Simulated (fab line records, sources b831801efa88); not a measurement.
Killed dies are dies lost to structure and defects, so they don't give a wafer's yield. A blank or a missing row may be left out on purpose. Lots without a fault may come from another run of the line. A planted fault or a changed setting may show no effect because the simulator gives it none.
fab line records | flow sky130
record lots=13 wafers=39 last_day=50
route steps=708 shown POLY_GATE@232 LDD_N@253 LDD_P@265 LDD_HVN@274
lots that met no fault: from a run of the same line without faults
start_h: hours from the record's first day to the start of the lot's first wafer shown | wait_h: hours since the lot's step before | " the same as in the row above | L1.1+2: a row that stands for several wafers | - no value, or no start given | * or withheld: withheld | < > ~ a bound
route shown NAME@n: a module of which the file shows steps, and the number in the route of the first | usual: mean/standard deviation of fault-free wafers | same: alike in all rows | chamber/n: place in a boat | sites: the reading at each site | _std_site: their standard deviation | _edge_site: outer sites' mean less inner sites' | radius_mm: how far each site lies from the wafer's centre | mask NAME#n: copy n | behind: the tool/chamber that last shaped the wafer | hold: why the lot was held/for how many hours/how that ended | device: the transistor (n, p or np) that didn't switch | end of line: the same wafers' tests at the end of the route | a step without rows: its recipe alone | killed: dies lost to structure and defects at the first sort, not the wafer's yield | map: a wafer's dies, x killed, . not, _ none there
set.NAME: the setting as run; set.NAME@STEP: as run at that earlier step | model.NAME: the simulator's own value behind a step, which no gauge read
steps of the route over a sample of lots; a table a step, a row a wafer
services: from which hour (start_h, from the record's first day; less than 0 if before it) a tool's chamber was out of use, for how many hours, and why
## steps
# step SKY_POLY_GATE_STRIP_18
# recipe chemistry=O2/N2 power_w=1400 pressure_mtorr=1500 platen_temp_c=withheld o2_flow_sccm=3000 n2_flow_sccm=300 overash_fraction=0.5
# usual drypump_motor_current_A=6.0/0.38 oes_product_au=0.358/0.005 strip_time_to_endpoint_s=3.13/0.051
# columns lot.wafer tool chamber start_h wait_h drypump_motor_current_A oes_product_au rf_hours_counter_h strip_time_to_endpoint_s
L522.2 plasma_asher-02 1 353.36 0.0 5.1 0.359 62 3.12
L522.3 " 0 " " 5.9 0.362 - 3.18
L522.4 " 1 " " 5.1 0.365 - 3.12
L524.3 plasma_asher-02 1 381.29 0.1 5.1 0.360 - 3.12
L524.5 " 0 " " 5.9 0.356 - 3.16
L524.6 " 1 " " 5.1 0.357 - 3.21
L525.1 plasma_asher-04 1 395.31 0.0 6.4 0.363 60 3.19
L525.2 " 0 " " 5.7 0.361 60 3.19
L525.4 " 1 " " 6.4 0.354 - 3.07
L526.2 plasma_asher-03 1 405.16 0.0 6.2 0.358 72 3.15
L526.3 " 1 " " 6.2 0.358 - 3.09
L526.5 " 1 " " 6.2 0.355 - 3.09
L531.1 plasma_asher-03 0 448.51 0.0 6.2 0.352 78 3.15
L531.5 " 0 " " 6.2 0.358 - 3.14
L531.6 " 1 " " 6.2 0.366 - 3.05
L532.2 plasma_asher-03 1 456.31 0.0 6.2 0.361 79 3.12
L532.3 " 0 " " 6.2 0.353 - 3.12
L532.6 " 1 " " 6.2 0.355 - 3.15
L533.1 plasma_asher-03 1 467.86 0.0 6.2 0.354 81 3.18
L533.3 " 0 " " 6.2 0.368 - 3.23
L533.4 " 1 " " 6.2 0.355 - 3.10
L539.1 plasma_asher-03 0 516.16 0.0 6.2 0.359 86 3.18
L539.2 " 1 " " 6.2 0.353 86 3.09
L539.5 " 0 " " 6.2 0.363 - 3.17
L541.2 plasma_asher-02 0 535.76 0.0 5.8 0.360 9 3.18
L541.5 " 0 " " 5.8 0.361 - 3.11
L541.6 " 1 " " 5.1 0.356 - 3.13
L542.1 plasma_asher-04 0 547.46 0.0 5.8 0.356 69 3.04
L542.2 " 1 " " 6.4 0.351 69 3.05
L542.4 " 1 " " 6.4 0.360 - 3.09
L543.3 plasma_asher-04 0 552.94 0.1 5.8 0.368 - 3.19
L543.5 " 0 " " 5.7 0.365 - 3.17
L543.6 " 1 " " 6.4 0.358 - 3.04
L544.3 plasma_asher-03 0 564.49 0.1 6.2 0.352 - 3.05
L544.4 " 1 " " 6.2 0.360 - 3.14
L544.5 " 0 " " 6.2 0.358 - 3.11
L545.2 plasma_asher-03 1 569.01 0.0 6.2 0.348 92 3.15
L545.3 " 0 " " 6.2 0.357 - 3.09
L545.4 " 1 " " 6.2 0.363 - 3.14
# step SKY_LDD_N_STRIP_16
# recipe chemistry=O2/N2 power_w=1400 pressure_mtorr=1500 platen_temp_c=withheld o2_flow_sccm=3000 n2_flow_sccm=300 overash_fraction=0.5
# usual drypump_motor_current_A=5.7/0.5 oes_product_au=0.406/0.0046 strip_time_to_endpoint_s=4.317/0.014
# columns lot.wafer tool chamber start_h wait_h drypump_motor_current_A oes_product_au rf_hours_counter_h strip_time_to_endpoint_s
L522.2 plasma_asher-03 1 387.55 0.1 6.2 0.404 70 4.328
L522.3 " 0 " " 6.2 0.406 - 4.335
L522.4 " 1 " " 6.2 0.403 - 4.330
L524.3 plasma_asher-01 1 414.93 0.1 4.9 0.403 - 4.305
L524.5 " 1 " " 4.9 0.408 - 4.282
L524.6 " 0 " " 5.8 0.399 - 4.314
L525.1 plasma_asher-01 0 430.55 0.1 5.8 0.406 32 4.326
L525.2 " 1 " " 4.9 0.400 32 4.332
L525.4 " 0 " " 5.8 0.406 - 4.338
L526.2 plasma_asher-01 0 439.35 0.1 5.8 0.401 33 4.325
L526.3 " 0 " " 5.8 0.405 - 4.334
L526.5 " 0 " " 5.8 0.406 - 4.321
L531.1 plasma_asher-03 1 484.45 0.1 6.2 0.408 83 4.329
L531.5 " 0 " " 6.2 0.415 - 4.331
L531.6 " 1 " " 6.2 0.418 - 4.313
L532.2 plasma_asher-03 0 489.95 0.1 6.2 0.403 83 4.296
L532.3 " 0 " " 6.2 0.413 - 4.317
L532.6 " 1 " " 6.2 0.409 - 4.306
L533.1 plasma_asher-03 0 500.90 0.1 6.2 0.919 84 -
L533.3 " 0 " " 6.2 0.924 - -
L533.4 " 1 " " 6.2 0.928 - -
L539.1 plasma_asher-01 0 549.99 0.1 5.8 0.406 47 4.319
L539.2 " 1 " " 4.9 0.408 47 4.308
L539.5 " 0 " " 5.8 0.406 - 4.323
L541.2 plasma_asher-02 1 567.74 0.1 5.1 0.402 11 4.328
L541.5 " 0 " " 5.9 0.406 - 4.313
L541.6 " 1 " " 5.1 0.409 - 4.313
L542.1 plasma_asher-01 0 579.49 0.1 5.8 0.415 50 4.313
L542.2 " 1 " " 4.9 0.405 50 4.331
L542.4 " 1 " " 4.9 0.410 - 4.333
L543.3 plasma_asher-02 1 584.98 0.1 5.1 0.408 - 4.303
L543.5 " 1 " " 5.1 0.404 - 4.322
L543.6 " 0 " " 5.9 0.403 - 4.317
L544.3 plasma_asher-01 0 595.93 0.1 5.8 0.405 - 4.299
L544.4 " 1 " " 4.9 0.403 - 4.310
L544.5 " 1 " " 4.9 0.413 - 4.312
L545.2 plasma_asher-01 1 599.60 0.1 4.9 0.405 52 4.307
L545.3 " 1 " " 4.9 0.409 - 4.289
L545.4 " 0 " " 5.8 0.404 - 4.315
# step SKY_LDD_P_STRIP_10
# recipe chemistry=O2/N2 power_w=1400 pressure_mtorr=1500 platen_temp_c=withheld o2_flow_sccm=3000 n2_flow_sccm=300 overash_fraction=0.5
# usual drypump_motor_current_A=5.6/0.49 oes_product_au=0.716/0.0045 strip_time_to_endpoint_s=14.17/0.042
# columns lot.wafer tool chamber start_h wait_h drypump_motor_current_A oes_product_au rf_hours_counter_h strip_time_to_endpoint_s
L522.2 plasma_asher-02 0 418.27 0.1 5.8 0.713 69 14.26
L522.3 " 1 " " 5.1 0.714 - 14.25
L522.4 " 0 " " 5.8 0.718 - 14.27
L524.3 plasma_asher-02 0 445.80 0.1 5.8 0.716 - 14.13
L524.5 " 0 " " 5.9 0.719 - 14.14
L524.6 " 1 " " 5.1 0.722 - 14.13
L525.1 plasma_asher-02 0 461.52 0.1 5.8 0.717 4 14.18
L525.2 " 1 " " 5.1 0.714 4 14.15
L525.4 " 1 " " 5.1 0.720 - 14.18
L526.2 plasma_asher-02 1 470.42 0.1 5.1 0.715 5 14.21
L526.3 " 1 " " 5.1 0.717 - 14.20
L526.5 " 0 " " 5.9 0.716 - 14.20
L531.1 plasma_asher-01 1 515.48 0.1 4.9 0.710 43 14.07
L531.5 " 0 " " 5.8 0.711 - 14.11
L531.6 " 1 " " 4.9 0.724 - 14.11
L532.2 plasma_asher-01 0 520.13 0.1 5.8 0.712 43 14.19
L532.3 " 0 " " 5.8 0.718 - 14.17
L532.6 " 1 " " 4.9 0.719 - 14.14
L533.1 plasma_asher-04 0 530.92 0.1 5.8 0.713 67 14.95
L533.3 " 1 " " 6.4 0.713 - 15.00
L533.4 " 0 " " 5.8 0.723 - 15.00
L539.1 plasma_asher-04 1 580.07 0.1 6.4 0.717 72 14.19
L539.2 " 0 " " 5.7 0.725 72 14.15
L539.5 " 0 " " 5.7 0.719 - 14.14
L541.2 plasma_asher-02 1 597.27 0.1 5.1 0.719 14 14.22
L541.5 " 1 " " 5.1 0.711 - 14.20
L541.6 " 0 " " 5.8 0.723 - 14.20
L542.1 plasma_asher-01 0 608.43 0.1 5.8 0.722 53 14.17
L542.2 " 1 " " 4.9 0.715 53 14.19
L542.4 " 0 " " 5.8 0.714 - 14.17
L543.3 plasma_asher-04 1 613.81 0.1 6.4 0.720 - 14.24
L543.5 " 0 " " 5.8 0.720 - 14.23
L543.6 " 1 " " 6.4 0.715 - 14.23
L544.3 plasma_asher-04 1 624.96 0.1 6.3 0.718 - 14.21
L544.4 " 0 " " 5.8 0.726 - 14.16
L544.5 " 1 " " 6.4 0.715 - 14.22
L545.2 plasma_asher-01 0 628.46 0.1 5.8 0.714 54 14.21
L545.3 " 0 " " 5.8 0.716 - 14.26
L545.4 " 1 " " 4.9 0.722 - 14.21
# step SKY_LDD_P_TW_MEAS_11
# usual LDD_P_TW=637.6/2.8
# columns lot.wafer tool chamber start_h wait_h LDD_P_TW
L522.2 film_metro-01 - 418.38 0.1 642.4
L522.3 " - " " 642.5
L522.4 " - " " 643.6
L524.3 film_metro-03 - 445.89 0.1 633.2
L524.5 " - " " 635.8
L524.6 " - " " 637.4
L525.1 film_metro-01 - 461.62 0.1 636.7
L525.2 " - " " 638.8
L525.4 " - " " 635.5
L526.2 film_metro-03 - 470.53 0.1 638.5
L526.3 " - " " 640.1
L526.5 " - " " 640.1
L531.1 film_metro-01 - 515.59 0.1 638.8
L531.5 " - " " 640.3
L531.6 " - " " 639.6
L532.2 film_metro-04 - 520.24 0.1 634.5
L532.3 " - " " 636.7
L532.6 " - " " 635.3
L533.1 film_metro-03 - 531.02 0.1 235.6
L533.3 " - " " 226.2
L533.4 " - " " 230.8
L539.1 film_metro-04 - 580.17 0.1 641.3
L539.2 " - " " 641.0
L539.5 " - " " 640.8
L541.2 film_metro-03 - 597.38 0.1 640.1
L541.5 " - " " 636.4
L541.6 " - " " 639.5
L542.1 film_metro-04 - 608.53 0.1 637.4
L542.2 " - " " 642.9
L542.4 " - " " 638.9
L543.3 film_metro-03 - 613.90 0.1 635.2
L543.5 " - " " 635.4
L543.6 " - " " 637.9
L544.3 film_metro-01 - 625.05 0.1 638.2
L544.4 " - " " 634.8
L544.5 " - " " 638.2
L545.2 film_metro-04 - 628.57 0.1 634.8
L545.3 " - " " 635.4
L545.4 " - " " 637.0
# step SKY_LDD_HVN_OVL_MEAS_07
# usual LDD_HVN_OVL=0.4/1.4
# columns lot.wafer tool chamber start_h wait_h LDD_HVN_OVL[nm]
L522.2 overlay-01 - 449.01 0.1 2.7
L522.3 " - " " 1.0
L522.4 " - " " 1.8
L524.3 overlay-02 - 475.98 0.1 0.8
L524.5 " - " " -0.4
L524.6 " - " " -2.8
L525.1 overlay-02 - 491.86 0.1 -0.8
L525.2 " - " " -1.2
L525.4 " - " " -2.3
L526.2 overlay-01 - 501.52 0.1 2.7
L526.3 " - " " -0.6
L526.5 " - " " 0.3
L531.1 overlay-02 - 544.61 0.1 -2.8
L531.5 " - " " -1.8
L531.6 " - " " -2.6
L532.2 overlay-01 - 550.38 0.1 1.8
L532.3 " - " " 2.4
L532.6 " - " " 0.1
L533.1 overlay-01 - 560.37 0.1 2.4
L533.3 " - " " 1.9
L533.4 " - " " 1.1
L539.1 overlay-01 - 608.26 0.1 0.5
L539.2 " - " " 1.8
L539.5 " - " " 1.2
L541.2 overlay-01 - 625.66 0.1 -1.2
L541.5 " - " " -1.2
L541.6 " - " " 0.0
L542.1 overlay-01 - 637.21 0.1 1.1
L542.2 " - " " 0.9
L542.4 " - " " 1.8
L543.3 overlay-02 - 642.12 0.1 -0.2
L543.5 " - " " 0.7
L543.6 " - " " 0.5
L544.3 overlay-01 - 654.08 0.1 0.6
L544.4 " - " " 2.7
L544.5 " - " " 2.0
L545.2 overlay-02 - 656.81 0.1 0.1
L545.3 " - " " 1.8
L545.4 " - " " 1.2
# step SKY_LDD_HVN_TW_MEAS_10
# usual LDD_HVN_TW=1443/7.7
# columns lot.wafer tool chamber start_h wait_h LDD_HVN_TW
L522.2 film_metro-04 - 449.30 0.1 1440
L522.3 " - " " 1441
L522.4 " - " " 1437
L524.3 film_metro-03 - 476.28 0.1 1450
L524.5 " - " " 1440
L524.6 " - " " 1443
L525.1 film_metro-02 - 492.14 0.1 1436
L525.2 " - " " 1437
L525.4 " - " " 1435
L526.2 film_metro-02 - 501.81 0.1 1440
L526.3 " - " " 1431
L526.5 " - " " 1435
L531.1 film_metro-03 - 544.90 0.1 1449
L531.5 " - " " 1444
L531.6 " - " " 1446
L532.2 film_metro-03 - 550.67 0.1 1451
L532.3 " - " " 1441
L532.6 " - " " 1448
L533.1 film_metro-03 - 560.66 0.1 1440
L533.3 " - " " 1438
L533.4 " - " " 1432
L539.1 film_metro-02 - 608.55 0.1 1444
L539.2 " - " " 1457
L539.5 " - " " 1454
L541.2 film_metro-02 - 625.95 0.1 1447
L541.5 " - " " 1443
L541.6 " - " " 1450
L542.1 film_metro-03 - 637.49 0.1 1429
L542.2 " - " " 1423
L542.4 " - " " 1429
L543.3 film_metro-04 - 642.42 0.1 1447
L543.5 " - " " 1443
L543.6 " - " " 1439
L544.3 film_metro-03 - 654.38 0.1 1437
L544.4 " - " " 1438
L544.5 " - " " 1438
L545.2 film_metro-03 - 657.10 0.1 1429
L545.3 " - " " 1440
L545.4 " - " " 1436
## services
# columns tool chamber start_h hours kind
plasma_asher-01 - 336.10 2.2 repair
plasma_asher-03 - 347.84 1.4 repair
plasma_asher-04 - 405.11 67.0 repair
plasma_asher-02 - 421.25 9.0 pm
plasma_asher-02 0 421.25 9.0 vent_cycle
plasma_asher-02 1 421.25 9.0 vent_cycle
plasma_asher-02 0 430.25 - clean
plasma_asher-02 1 430.25 - clean
plasma_asher-04 - 461.91 2.1 repair
plasma_asher-02 - 496.16 26.5 repair
plasma_asher-03 - 527.00 1.8 repair
plasma_asher-02 - 539.48 14.2 repair
plasma_asher-01 - 611.56 2.2 repair
## key
first_sign step=SKY_LDD_N_STRIP_16 reading=oes_product_au direction=up sigmas=99+ usual=0.406 struck=0.924
effect step=SKY_LDD_P_STRIP_10 reading=strip_time_to_endpoint_s direction=up sigmas=19 usual=* struck=*
effect step=SKY_LDD_P_TW_MEAS_11 reading=LDD_P_TW direction=down sigmas=99+ usual=637.6 struck=230.8
met_at SKY_LDD_N_STRIP_16
struck_lots L533
sort_left_out L533.1,L533.3,L533.4
tester_left_out L533
not_acting_at SKY_POLY_GATE_STRIP_18,SKY_LDD_HVN_OVL_MEAS_07,SKY_LDD_HVN_TW_MEAS_10
onset_between 489.95 500.90
fault kind=strip_aborted tool=plasma_asher-03 chamber=- onset_h=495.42 steps=SKY_LDD_N_STRIP_16 offset=0.80475 end_h=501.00
# tester_left_out: of these lots the tester's yield and bins aren't shown, on N5 and GAA mostly nor the transistor test; their killed dies are dies lost to structure and defects alone, not to doping, threshold or leakage, so they don't give the yield
# sort_left_out: the simulated sort isn't trusted on such a fault, so these wafers' sort isn't shown, and their yield isn't known
